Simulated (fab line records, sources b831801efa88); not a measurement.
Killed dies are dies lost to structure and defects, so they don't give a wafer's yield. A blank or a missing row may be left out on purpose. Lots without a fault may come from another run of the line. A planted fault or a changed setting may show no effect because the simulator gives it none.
One fault seen from 2 desks | flow gf180mcu | each desk has only its own numbers; what lay behind them comes last

THE TOOL OWNER'S DESK: implanter-01
The tool's own readings at GF_VT_IMPLANT_IMPLANT_19: means of the sampled wafers that have a number, for each lot that ran on this tool. A lot is out of limits, marked OUT, if its mean lies more than 4 standard deviations from the usual mean; the brackets give that distance.
Columns: A = beam_energy_keV at GF_VT_IMPLANT_IMPLANT_19, usual 100.00
lot  | first seen here | A
L653 | day 7 06:18     | 99.99
L657 | day 8 11:05     | 102.90 (+88) OUT
L661 | day 9 10:26     | 102.92 (+88) OUT
This desk's finding: out of limits on L657, L661; first on L657, day 8 11:05 (beam_energy_keV at GF_VT_IMPLANT_IMPLANT_19). In limits: L653.

THE METROLOGY DESK
What the gauges read, lot by lot, whatever tool the lot ran on: means of the sampled wafers that have a number. A lot is out of limits, marked OUT, if its mean lies more than 4 standard deviations from the usual mean; the brackets give that distance.
Columns: A = VT_IMPLANT_OVL at GF_VT_IMPLANT_OVL_MEAS_07, usual -1.1 nm; B = VT_IMPLANT_TW at GF_VT_IMPLANT_TW_MEAS_10, usual 562; C = VT_IMPLANT_01_OVL at GF_VT_IMPLANT_OVL_MEAS_18, usual 0.1 nm
lot  | first seen here | A    | B   | C
L653 | day 6 14:46     | 0.3  | 561 | 3.0
L657 | day 7 18:47     | -1.5 | 559 | -0.4
L661 | day 8 17:29     | -2.5 | 562 | -0.4
L664 | day 9 11:42     | 0.2  | 558 | -0.5
L666 | day 9 22:08     | -1.4 | 570 | 1.4
L672 | day 11 14:21    | -0.6 | 562 | -0.5
This desk's finding: nothing out of limits on any of the 6 lots.

PUT TOGETHER
The tool owner's desk could have raised an alarm at day 8 11:05, on L657, L661.
The metrology desk saw nothing out of limits.
The metrology desk has L657, L661 on record, within its limits.
Of the lots named, all ran GF_VT_IMPLANT_IMPLANT_19 on implanter-01.

WHAT THE SIMULATOR HAD PUT IN
Process parameter drift: implanter-01, from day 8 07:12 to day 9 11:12, at GF_VT_IMPLANT_IMPLANT_19. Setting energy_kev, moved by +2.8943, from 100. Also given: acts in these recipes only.
Lots struck among those shown: L657, L661.
Hours from the fault's start to each desk's first reading out of limits: the tool owner's desk, 4.
